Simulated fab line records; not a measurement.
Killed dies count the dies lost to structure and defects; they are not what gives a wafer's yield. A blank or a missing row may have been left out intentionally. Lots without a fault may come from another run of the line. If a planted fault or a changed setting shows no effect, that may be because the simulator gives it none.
fab line records | flow sfq-line
record: lots: 5 wafers: 23
route steps=325 shown M5@198 R5@213 I5@233 C5@244 M6@255
start-h: start of the lot's first displayed wafer, in hours after the record's first day | wait-h: time in hours since the lot's previous step | " unchanged from the row above | L1.1+2: several wafers, shown together as one row | - value missing, or start not given | * or withheld: withheld | < > ~ a bound
route shown NAME@n: NAME is a module with steps in the file, n the number in the route of the first one | usual: mean/standard deviation of fault-free wafers | same: alike in all rows | chamber/n: place in a boat | sites: readings site by site | _std_site: their standard deviation | _edge_site: the outer-site mean with the inner-site mean subtracted | radius-mm: how far each site lies from the wafer's centre | mask NAME#n: copy n | behind: the last tool/chamber to shape the wafer | hold: cause of the lot's hold/its duration in hours/its outcome | device: transistor that didn't switch, given as n, p or np | end of line: the same wafers' tests at the end of the route | a step with no rows: only its recipe | killed: dies lost to structure and defects at the first sort, not the wafer's yield | map: a wafer's dies, marking killed ones x, the rest . and places with no die _
set.NAME: setting as actually run; set.NAME@STEP: the setting as run at that earlier step | model.NAME: the simulator's own value behind a step, which no gauge read
lots where settings were altered on purpose, with a table for each step and a row for each wafer
== steps ==
step: SFQ_TRILAYER_M5_LITHO_COAT_128
recipe: resist: BARC spin-rpm: 3000 resist-thk-nm: 62
columns lot.wafer tool chamber start-h wait-h set.resist-thk-nm model.BARC_of_TRILAYER_M5_LITHO_COAT_128.thk-nm
L075.1 litho-track-03 0 1227.86 0.0 64.51 64.25
L075.2 " 0 " " 62 61.94
L075.3 " 0 " " 62 62.09
L075.4 " 0 " " 62 61.87
L075.5 " 0 " " 64.51 64.48
L076.2 litho-track-02 0 1235.23 0.1 64.75 64.97
L076.3 " 0 " " 62 62.12
L076.4 " 0 " " 62 62.11
L076.5 " 0 " " 64.75 64.93
L076.6 " 0 " " 62 62.36
L077.1 litho-track-03 0 1302.69 0.0 62 62
L077.2 " 0 " " 63.38 63.34
L077.4 " 0 " " 62 62.01
L077.5 " 0 " " 62 62.03
L077.6 " 0 " " 63.38 63.33
L081.1 litho-track-03 0 1329.17 0.0 59.64 59.58
L081.3 " 0 " " 62 61.88
L081.4 " 0 " " 62 61.59
L081.5 " 0 " " 59.64 59.48
L081.6 " 0 " " 59.64 59.53
L083.1 litho-track-03 0 1348.30 0.0 62 61.9
L083.3 " 0 " " 62 62.12
L083.4 " 0 " " 62 61.83
step: SFQ_TRILAYER_M5_LITHO_COAT_123
recipe: resist: KrF spin-rpm: 3000 resist-thk-nm: 600
step: SFQ_TRILAYER_M5_LITHO_SOFTBAKE_127
recipe: temp-c: withheld time-s: withheld resist: KrF
step: SFQ_TRILAYER_M5_LITHO_DEVELOP_125
recipe: time-s: 60 resist: KrF
step: SFQ_TRILAYER_M5_BARC_OPEN_METAL_ETCH_161
recipe: mask-material: PR chemistry: O2 target-depth-nm: 125 target: BARC icp-w: 600 bias-w: 80 pressure-mtorr: 10 time-s: 41.7
columns lot.wafer tool chamber start-h wait-h set.resist-thk-nm@TRILAYER_M5_LITHO_COAT_128 model.etch.depth-nm
L075.1+5 rie-metal-03 1 1354.03 0.0 64.51 -
L075.2+3+4 " 0,1,0 " " 62 -
L076.2+5 rie-metal-04 0 1363.66 0.0 64.75 -
L076.3+4 " 0,1 " " 62 -
L076.6 " 1 " " 62 62.36
L077.1+4 rie-metal-03 0 1429.79 0.0 62 -
L077.2 " 1 " " 63.38 63.34
L077.5 " 1 " " 62 62.03
L077.6 " 0 " " 63.38 -
L081.1+6 rie-metal-01 1,0 1452.50 0.0 59.64 -
L081.3 " 0 " " 62 61.88
L081.4 " 1 " " 62 -
L081.5 " 1 " " 59.64 59.48
L083.1 rie-metal-04 1 1469.30 0.0 62 61.9
L083.3 " 0 " " 62 62.12
L083.4 " 1 " " 62 61.83
step: SFQ_TRILAYER_M5_ETCH_METAL_ETCH_126
recipe: target: Nb stop-on: SiO2 mask-material: PR over-etch-frac: 0.15 time-s: 203.2 chemistry: Cl2/BCl3 target-depth-nm: 265 icp-w: 600 bias-w: 80 pressure-mtorr: 10
usual: oes-product-au: 0.728/0.007
columns lot.wafer tool chamber start-h wait-h set.time-s set.time-s@TRILAYER_JJ_TRILAYER_DEP_SPUTTER_109 oes-product-au model.M5.feature-depth-nm model.KrF_of_TRILAYER_M5_LITHO_COAT_123.thk-nm
L075.1 rie-metal-03 1 1354.09 0.0 226.5 87.37 0.671 141.2 350.7
L075.2 " 0 " " 203.2 87.37 0.675 140 373.4
L075.3 " 1 " " 203.2 100 0.719 157.8 367.5
L075.4 " 0 " " 226.5 100 0.719 162.3 352.2
L075.5 " 1 " " 226.5 100 0.714 161.8 350.1
L076.2 rie-metal-04 0 1363.72 0.0 203.2 100 0.732 162 372.5
L076.3 " 0 " " 203.2 100 0.730 162.3 370.8
L076.4 " 1 " " 203.2 100 0.727 160.5 378
L076.5 " 0 " " 203.2 100 0.738 162.7 371.8
L076.6 " 1 " " 203.2 100 0.738 162.6 376.9
L077.1 rie-metal-03 0 1429.85 0.0 203.2 100 0.723 161.1 365.1
L077.2 " 1 " " 203.2 100 0.730 161.6 370.6
L077.4 " 0 " " 203.2 93.61 0.704 152.5 368.4
L077.5 " 1 " " 203.2 93.61 0.695 152.6 370.6
L077.6 " 0 " " 203.2 93.61 0.697 150.8 368.8
L081.1 rie-metal-01 1 1452.56 0.0 191.9 100 0.747 160.8 377.6
L081.3 " 0 " " 191.9 100 0.740 157.2 381.9
L081.4 " 1 " " 203.2 100 0.734 162.1 372.5
L081.5 " 1 " " 203.2 100 0.716 157.7 367.7
L081.6 " 0 " " 203.2 100 0.725 162.2 374.3
L083.1 rie-metal-04 1 1469.36 0.0 203.2 100 0.729 161.3 366.3
L083.3 " 0 " " 203.2 100 0.724 160.3 362
L083.4 " 1 " " 203.2 100 0.732 162.7 368
step: SFQ_TRILAYER_R5_DEP_SPUTTER_133
recipe: material: MoNx base-pressure-pa: 1.33e-06 target-thk-nm: 40 power-w: 1000 time-s: 66.7 chamber-pressure-pa: 0.4
columns lot.wafer tool chamber start-h wait-h set.time-s model.MoNx_of_TRILAYER_R5_DEP_SPUTTER_133.thk-nm
L075.1 pvd-sputter-05 - 1368.09 0.0 66.7 40.05
L075.2 " - " " 66.7 40.24
L075.3 " - " " 58.86 36.21
L075.4 " - " " 58.86 36.22
L075.5 " - " " 58.86 35.45
L076.2 pvd-sputter-04 - 1377.09 0.0 66.7 39.71
L076.3 " - " " 66.7 39.63
L076.4 " - " " 66.7 40.07
L076.5 " - " " 66.7 39.52
L076.6 " - " " 66.7 39.62
L077.1 pvd-sputter-03 - 1442.76 0.0 75.47 44.83
L077.2 " - " " 66.7 40.41
L077.4 " - " " 75.47 44.52
L077.5 " - " " 66.7 39.9
L077.6 " - " " 75.47 44.8
L081.1 pvd-sputter-03 - 1461.62 0.0 66.7 40.56
L081.3 " - " " 66.7 40.48
L081.4 " - " " 66.7 39.45
L081.5 " - " " 66.7 39.63
L081.6 " - " " 66.7 40.8
L083.1 pvd-sputter-03 - 1474.64 0.0 66.7 40.37
L083.3 " - " " 66.7 39.98
L083.4 " - " " 66.7 39.47
step: SFQ_TRILAYER_R5_DEP_SPUTTER_134
recipe: material: Ti base-pressure-pa: 1.33e-06 target-thk-nm: 5 power-w: 2000 time-s: 4.879 chamber-pressure-pa: 0.4
step: SFQ_R5_RS_MEAS_933
recipe: thk-meas-gauge: four-point-probe reads: Ti_of_TRILAYER_R5_DEP_SPUTTER_134+MoNx_of_TRILAYER_R5_DEP_SPUTTER_133+Ti_of_TRILAYER_R5_DEP_SPUTTER_132
usual: R5_MONX_RS: 7.08/0.077
columns lot.wafer tool chamber start-h wait-h set.time-s@TRILAYER_R5_DEP_SPUTTER_133 R5_MONX_RS[ohm/sq]
L075.1 film-metro-03 - 1368.17 0.0 66.7 7.05
L075.2 " - " " 66.7 7.01
L075.3 " - " " 58.86 7.79
L075.4 " - " " 58.86 7.74
L075.5 " - " " 58.86 7.89
L076.2 film-metro-03 - 1377.19 0.0 66.7 7.10
L076.3 " - " " 66.7 7.11
L076.4 " - " " 66.7 7.06
L076.5 " - " " 66.7 7.13
L076.6 " - " " 66.7 7.13
L077.1 film-metro-03 - 1442.84 0.0 75.47 6.34
L077.2 " - " " 66.7 7.01
L077.4 " - " " 75.47 6.36
L077.5 " - " " 66.7 7.06
L077.6 " - " " 75.47 6.32
L081.1 film-metro-03 - 1461.70 0.0 66.7 6.99
L081.3 " - " " 66.7 6.98
L081.4 " - " " 66.7 7.16
L081.5 " - " " 66.7 7.11
L081.6 " - " " 66.7 6.95
L083.1 film-metro-03 - 1474.72 0.0 66.7 7.04
L083.3 " - " " 66.7 7.09
L083.4 " - " " 66.7 7.16
step: SFQ_R5_THK_MEAS_934
recipe: thk-meas-gauge: xrf reads: MoNx_of_TRILAYER_R5_DEP_SPUTTER_133
usual: R5_MONX_THK: 39.8/0.52
columns lot.wafer tool chamber start-h wait-h set.time-s@TRILAYER_R5_DEP_SPUTTER_133 R5_MONX_THK[nm]
L075.1 film-metro-03 - 1368.29 0.1 66.7 39.9
L075.2 " - " " 66.7 40.1
L075.3 " - " " 58.86 36.0
L075.4 " - " " 58.86 36.0
L075.5 " - " " 58.86 35.2
L076.2 film-metro-03 - 1377.30 0.1 66.7 39.5
L076.3 " - " " 66.7 39.3
L076.4 " - " " 66.7 39.9
L076.5 " - " " 66.7 39.4
L076.6 " - " " 66.7 39.4
L077.1 film-metro-03 - 1442.96 0.1 75.47 44.6
L077.2 " - " " 66.7 40.3
L077.4 " - " " 75.47 44.5
L077.5 " - " " 66.7 39.9
L077.6 " - " " 75.47 44.5
L081.1 film-metro-03 - 1461.82 0.1 66.7 40.7
L081.3 " - " " 66.7 40.3
L081.4 " - " " 66.7 39.5
L081.5 " - " " 66.7 39.8
L081.6 " - " " 66.7 41.0
L083.1 film-metro-03 - 1474.84 0.1 66.7 40.3
L083.3 " - " " 66.7 39.9
L083.4 " - " " 66.7 39.4
step: SFQ_TRILAYER_R5_LITHO_COAT_141
recipe: resist: BARC spin-rpm: 3000 resist-thk-nm: 62
columns lot.wafer tool chamber start-h wait-h set.spin-rpm model.BARC_of_TRILAYER_R5_LITHO_COAT_141.thk-nm
L075.1 litho-track-03 0 1368.35 0.1 3000 62.23
L075.2 " 0 " " 3000 62.18
L075.3 " 0 " " 2783 64.31
L075.4 " 0 " " 3000 62.16
L075.5 " 0 " " 2783 64.43
L076.2 litho-track-01 0 1377.40 0.1 3000 61.83
L076.3 " 0 " " 3000 61.79
L076.4 " 0 " " 3087 61.03
L076.5 " 0 " " 3087 61.02
L076.6 " 0 " " 3000 61.92
L077.1 litho-track-01 0 1443.02 0.1 2916 62.9
L077.2 " 0 " " 2916 62.86
L077.4 " 0 " " 3000 62.03
L077.5 " 0 " " 2916 63.17
L077.6 " 0 " " 3000 61.98
L081.1 litho-track-01 0 1461.88 0.1 3000 61.71
L081.3 " 0 " " 2869 63.16
L081.4 " 0 " " 3000 61.72
L081.5 " 0 " " 2869 63.22
L081.6 " 0 " " 2869 63.34
L083.1 litho-track-01 0 1474.90 0.1 3000 62.01
L083.3 " 0 " " 3000 62.2
L083.4 " 0 " " 3000 61.98
step: SFQ_TRILAYER_R5_ETCH_METAL_ETCH_139
recipe: stop-on: SiO2 mask-material: PR chemistry: Cl2 target-depth-nm: 60 icp-w: 600 bias-w: 80 pressure-mtorr: 10 time-s: 40
columns lot.wafer tool chamber start-h wait-h set.time-s model.R5.feature-depth-nm
L075.1 rie-metal-02 1 1487.36 0.0 40 60
L075.2 " 0 " " 38.43 57.63
L075.3+4 " 1,0 " " 40 -
L075.5 " 0 " " 38.43 -
L076.2 rie-metal-04 1 1492.87 0.1 38.3 56.79
L076.3 " 1 " " 38.3 56.93
L076.4 " 1 " " 40 59.32
L076.5 " 1 " " 38.3 57.07
L076.6 " 1 " " 40 59.3
L077.1+4+6 rie-metal-01 0,1,1 1554.89 0.0 40 -
L077.2 " 1 " " 40 58
L077.5 " 0 " " 40 57.87
L081.1+3+4 rie-metal-01 1,1,0 1572.89 0.0 45.42 60
L081.5 " 0 " " 40 58.2
L081.6 " 1 " " 40 58.48
L083.1 rie-metal-04 1 1586.15 0.1 40 59.55
L083.3 " 1 " " 40 59.02
L083.4 " 1 " " 40 59.31
step: SFQ_TRILAYER_I5_LITHO_PEB_147
recipe: peb-temp-c: 115 peb-time-s: 60 resist: KrF
columns lot.wafer tool chamber start-h wait-h set.peb-temp-c
L075.1+3+5 litho-track-04 0 1490.79 1.0 115
L075.2+4 " 0 " " 116.3
L076.2+4+6 litho-track-01 0 1496.34 0.8 111.7
L076.3+5 " 0 " " 115
L077.1+5 litho-track-03 0 1557.83 1.0 115
L077.2+4+6 " 0 " " 113.7
L081.1+3+4+5+6 litho-track-04 0 1575.70 1.0 115
L083.1+3+4 litho-track-01 0 1709.31 1.0 115
step: SFQ_TRILAYER_I5_LITHO_DEVELOP_146
recipe: time-s: 60 resist: KrF
step: SFQ_TRILAYER_I5_BARC_OPEN_VIA_ETCH_200
recipe: mask-material: PR chemistry: O2 target-depth-nm: 125 target: BARC source-w: 500 bias-w: 80 pressure-mtorr: 30 time-s: 41.7
columns lot.wafer tool chamber start-h wait-h set.peb-temp-c@TRILAYER_I5_LITHO_PEB_147 model.I5.cd-nm
L075.1 rie-diel-01 2 1491.13 0.0 115 702.1
L075.2 " 0 " " 116.3 728.2
L075.3 " 1 " " 115 703.5
L075.4 " 3 " " 116.3 723.9
L075.5 " 1 " " 115 703.1
L076.2 rie-diel-04 3 1496.65 0.0 111.7 635.9
L076.3 " 1 " " 115 701.9
L076.4 " 0 " " 111.7 634.7
L076.5 " 1 " " 115 702
L076.6 " 3 " " 111.7 635.2
L077.1 rie-diel-01 1 1558.16 0.0 115 702.1
L077.2 " 3 " " 113.7 675.5
L077.4 " 0 " " 113.7 675.9
L077.5 " 3 " " 115 701
L077.6 " 0 " " 113.7 676.3
L081.1 rie-diel-01 1 1576.04 0.0 115 702.7
L081.3 " 3 " " 115 701.1
L081.4 " 1 " " 115 701.2
L081.5+6 " 3,0 " " 115 701
L083.1 rie-diel-04 1 1709.64 0.0 115 701.6
L083.3 " 3 " " 115 702.8
L083.4 " 2 " " 115 702.6
step: SFQ_TRILAYER_C5_LITHO_PEB_154
recipe: peb-temp-c: 115 peb-time-s: 60 resist: KrF
columns lot.wafer tool chamber start-h wait-h set.peb-temp-c
L075.1+2+3 litho-track-01 0 1603.44 1.0 116.1
L075.4+5 " 0 " " 115
L076.2+3+4+5+6 litho-track-01 0 1608.26 0.8 115
L077.1+2+4 litho-track-01 0 1685.15 1.0 115
L077.5+6 " 0 " " 117.8
L081.1+3+4+5+6 litho-track-04 0 1702.11 1.0 115
L083.1+3+4 litho-track-01 0 1817.70 1.0 115
step: SFQ_TRILAYER_C5_LITHO_DEVELOP_153
recipe: time-s: 60 resist: KrF
step: SFQ_TRILAYER_C5_BARC_OPEN_VIA_ETCH_210
recipe: mask-material: PR chemistry: O2 target-depth-nm: 125 target: BARC source-w: 500 bias-w: 80 pressure-mtorr: 30 time-s: 41.7
columns lot.wafer tool chamber start-h wait-h set.peb-temp-c@TRILAYER_C5_LITHO_PEB_154 model.C5.cd-nm
L075.1 rie-diel-04 0 1603.77 0.0 116.1 518.5
L075.2 " 3 " " 116.1 521.2
L075.3 " 2 " " 116.1 519.7
L075.4 " 1 " " 115 500.3
L075.5 " 1 " " 115 501.6
L076.2 rie-diel-02 3 1608.57 0.0 115 500.7
L076.3 " 0 " " 115 501.5
L076.4 " 2 " " 115 500.8
L076.5 " 1 " " 115 499.9
L076.6 " 0 " " 115 502.1
L077.1 rie-diel-04 0 1685.48 0.0 115 497.2
L077.2 " 3 " " 115 501.6
L077.4 " 1 " " 115 499.8
L077.5 " 3 " " 117.8 546.9
L077.6 " 0 " " 117.8 545.2
L081.1 rie-diel-03 1 1702.44 0.0 115 499.8
L081.3 " 2 " " 115 498.6
L081.4 " 3 " " 115 501.6
L081.5 " 3 " " 115 500.9
L081.6 " 2 " " 115 497.4
L083.1 rie-diel-03 2 1818.03 0.0 115 500.6
L083.3 " 3 " " 115 500.1
L083.4 " 3 " " 115 501.2
step: SFQ_TRILAYER_M6_LITHO_COAT_164
recipe: resist: BARC spin-rpm: 3000 resist-thk-nm: 62
columns lot.wafer tool chamber start-h wait-h set.spin-rpm model.BARC_of_TRILAYER_M6_LITHO_COAT_164.thk-nm
L075.1 litho-track-02 0 1605.53 0.1 2865 63.18
L075.2 " 0 " " 3000 61.77
L075.3 " 0 " " 3000 61.75
L075.4 " 0 " " 2865 63.25
L075.5 " 0 " " 2865 63.29
L076.2 litho-track-02 0 1609.78 0.1 3000 61.93
L076.3 " 0 " " 3000 61.87
L076.4 " 0 " " 3000 62.1
L076.5 " 0 " " 3000 61.9
L076.6 " 0 " " 3000 62.2
L077.1 litho-track-04 0 1686.85 0.1 3000 61.99
L077.2 " 0 " " 3000 62.06
L077.4 " 0 " " 2839 63.72
L077.5 " 0 " " 2839 63.9
L077.6 " 0 " " 3000 61.88
L081.1 litho-track-02 0 1703.61 0.1 3000 61.8
L081.3 " 0 " " 3225 59.64
L081.4 " 0 " " 3225 59.58
L081.5 " 0 " " 3225 59.75
L081.6 " 0 " " 3000 61.98
L083.1 litho-track-02 0 1819.19 0.1 3000 62.16
L083.3 " 0 " " 3000 62.07
L083.4 " 0 " " 3000 62.06
step: SFQ_TRILAYER_M6_LITHO_EXPOSE_160
recipe: mask-id: M6 na: 0.6 source-shape: conventional sigma-outer: 0.65 target-cd-nm: 500 dose-mj: 14.4
columns lot.wafer tool chamber start-h wait-h mask set.dose-mj
L075.1+2+5 krf-scanner-02 0 1632.04 - M6#0 14.4
L075.3+4 " 0 " " M6#0 14.09
L076.2+3+6 krf-scanner-02 0 1633.44 - M6#0 14.88
L076.4+5 " 0 " " M6#0 14.4
L077.1+4+5 krf-scanner-02 0 1689.65 - M6#0 14.08
L077.2+6 " 0 " " M6#0 14.4
L081.1+5 krf-scanner-02 0 1773.91 - M6#0 14.4
L081.3+4+6 " 0 " " M6#0 14.11
L083.1+3+4 krf-scanner-02 0 1914.61 - M6#0 14.4
step: SFQ_TRILAYER_M6_LITHO_PEB_162
recipe: peb-temp-c: 115 peb-time-s: 60 resist: KrF
step: SFQ_TRILAYER_M6_LITHO_DEVELOP_161
recipe: time-s: 60 resist: KrF
step: SFQ_TRILAYER_M6_BARC_OPEN_METAL_ETCH_206
recipe: mask-material: PR chemistry: O2 target-depth-nm: 125 target: BARC icp-w: 600 bias-w: 80 pressure-mtorr: 10 time-s: 41.7
columns lot.wafer tool chamber start-h wait-h set.dose-mj@TRILAYER_M6_LITHO_EXPOSE_160 model.M6.cd-nm
L075.1 rie-metal-01 1 1633.57 0.0 14.4 502
L075.2 " 0 " " 14.4 499.2
L075.3 " 0 " " 14.09 505
L075.4 " 1 " " 14.09 505.2
L075.5 " 1 " " 14.4 501.4
L076.2 rie-metal-03 1 1634.77 0.0 14.88 496.5
L076.3 " 1 " " 14.88 495.7
L076.4 " 0 " " 14.4 503.5
L076.5 " 0 " " 14.4 500.6
L076.6 " 1 " " 14.88 495.3
L077.1+5 rie-metal-03 1,0 1691.19 0.0 14.08 504.6
L077.2 " 0 " " 14.4 502.9
L077.4 " 1 " " 14.08 506.1
L077.6 " 1 " " 14.4 500.8
L081.1 rie-metal-01 1 1775.44 0.0 14.4 500.8
L081.3 " 1 " " 14.11 505.8
L081.4 " 0 " " 14.11 504.1
L081.5 " 0 " " 14.4 499.4
L081.6 " 1 " " 14.11 505.6
L083.1 rie-metal-04 1 1916.15 0.0 14.4 502.8
L083.3 " 1 " " 14.4 503
L083.4 " 0 " " 14.4 502
step: SFQ_TRILAYER_M6_ETCH_METAL_ETCH_162
recipe: target: Nb stop-on: SiO2 mask-material: PR chemistry: Cl2/Ar target-depth-nm: 240 icp-w: 600 bias-w: 80 pressure-mtorr: 10 time-s: 120
columns lot.wafer tool chamber start-h wait-h set.icp-w model.KrF_of_TRILAYER_M6_LITHO_COAT_159.thk-nm
L075.1 rie-metal-01 1 1633.63 0.0 667.1 369
L075.2 " 0 " " 600 384.8
L075.3 " 0 " " 667.1 372.4
L075.4 " 1 " " 600 384.9
L075.5 " 1 " " 667.1 368.8
L076.2 rie-metal-03 1 1634.83 0.0 635.5 372.2
L076.3 " 1 " " 635.5 372.5
L076.4 " 0 " " 600 379.1
L076.5 " 0 " " 600 378
L076.6 " 1 " " 600 380
L077.1 rie-metal-03 1 1691.25 0.0 600 372
L077.2 " 0 " " 663.6 361.1
L077.4 " 1 " " 663.6 357.7
L077.5 " 0 " " 600 377.6
L077.6 " 1 " " 663.6 358.2
L081.1+6 rie-metal-01 1 1775.50 0.0 600 384.9
L081.3 " 1 " " 600 385.4
L081.4 " 0 " " 636.2 375.4
L081.5 " 0 " " 636.2 375
L083.1 rie-metal-04 1 1916.21 0.0 600 380.3
L083.3 " 1 " " 600 383.4
L083.4 " 0 " " 600 371.1
== key ==
split: step: SFQ_TRILAYER_M5_LITHO_COAT_128 setting: resist-thk-nm stated: 62 by: wafer
response: step: SFQ_TRILAYER_M5_LITHO_COAT_128 reading: model.BARC_of_TRILAYER_M5_LITHO_COAT_128.thk-nm change: +0.599 per: 1% r: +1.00
response: step: SFQ_TRILAYER_M5_BARC_OPEN_METAL_ETCH_161 reading: model.etch.depth-nm change: +0.619 per: 1% r: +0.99
split: step: SFQ_TRILAYER_M5_ETCH_METAL_ETCH_126 setting: time-s stated: 203.2 by: wafer
response: step: SFQ_TRILAYER_M5_ETCH_METAL_ETCH_126 reading: model.KrF_of_TRILAYER_M5_LITHO_COAT_123.thk-nm change: -1.66 per: 1% r: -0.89
split: step: SFQ_TRILAYER_R5_DEP_SPUTTER_133 setting: time-s stated: 66.7 by: wafer
response: step: SFQ_TRILAYER_R5_DEP_SPUTTER_133 reading: model.MoNx_of_TRILAYER_R5_DEP_SPUTTER_133.thk-nm change: +0.351 per: 1% r: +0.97
response: step: SFQ_R5_RS_MEAS_933 reading: R5_MONX_RS change: -0.0588 per: 1% r: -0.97
response: step: SFQ_R5_THK_MEAS_934 reading: R5_MONX_THK change: +0.348 per: 1% r: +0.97
split: step: SFQ_TRILAYER_R5_LITHO_COAT_141 setting: spin-rpm stated: 3000 by: wafer
response: step: SFQ_TRILAYER_R5_LITHO_COAT_141 reading: model.BARC_of_TRILAYER_R5_LITHO_COAT_141.thk-nm change: -0.314 per: 1% r: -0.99
split: step: SFQ_TRILAYER_R5_ETCH_METAL_ETCH_139 setting: time-s stated: 40 by: wafer
response: step: SFQ_TRILAYER_R5_ETCH_METAL_ETCH_139 reading: model.R5.feature-depth-nm shape: bent at-lowest: 56.93 at-stated: 58.91 at-highest: 60
split: step: SFQ_TRILAYER_I5_LITHO_PEB_147 setting: peb-temp-c stated: 115 by: wafer
response: step: SFQ_TRILAYER_I5_BARC_OPEN_VIA_ETCH_200 reading: model.I5.cd-nm change: +22.8 per: 1% r: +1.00
split: step: SFQ_TRILAYER_C5_LITHO_PEB_154 setting: peb-temp-c stated: 115 by: wafer
response: step: SFQ_TRILAYER_C5_BARC_OPEN_VIA_ETCH_210 reading: model.C5.cd-nm change: +19.2 per: 1% r: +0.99
split: step: SFQ_TRILAYER_M6_LITHO_COAT_164 setting: spin-rpm stated: 3000 by: wafer
response: step: SFQ_TRILAYER_M6_LITHO_COAT_164 reading: model.BARC_of_TRILAYER_M6_LITHO_COAT_164.thk-nm change: -0.316 per: 1% r: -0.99
split: step: SFQ_TRILAYER_M6_LITHO_EXPOSE_160 setting: dose-mj stated: 14.4 by: wafer
response: step: SFQ_TRILAYER_M6_BARC_OPEN_METAL_ETCH_206 reading: model.M6.cd-nm change: -1.91 per: 1% r: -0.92
split: step: SFQ_TRILAYER_M6_ETCH_METAL_ETCH_162 setting: icp-w stated: 600 by: wafer
response: step: SFQ_TRILAYER_M6_ETCH_METAL_ETCH_162 reading: model.KrF_of_TRILAYER_M6_LITHO_COAT_159.thk-nm change: -1.4 per: 1% r: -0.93
split outside-this-file step=SFQ_TRILAYER_JJ_TRILAYER_DEP_SPUTTER_109 setting=time-s
split outside-this-file: this setting was split too, and the file shows its column; the key of that split is in another file
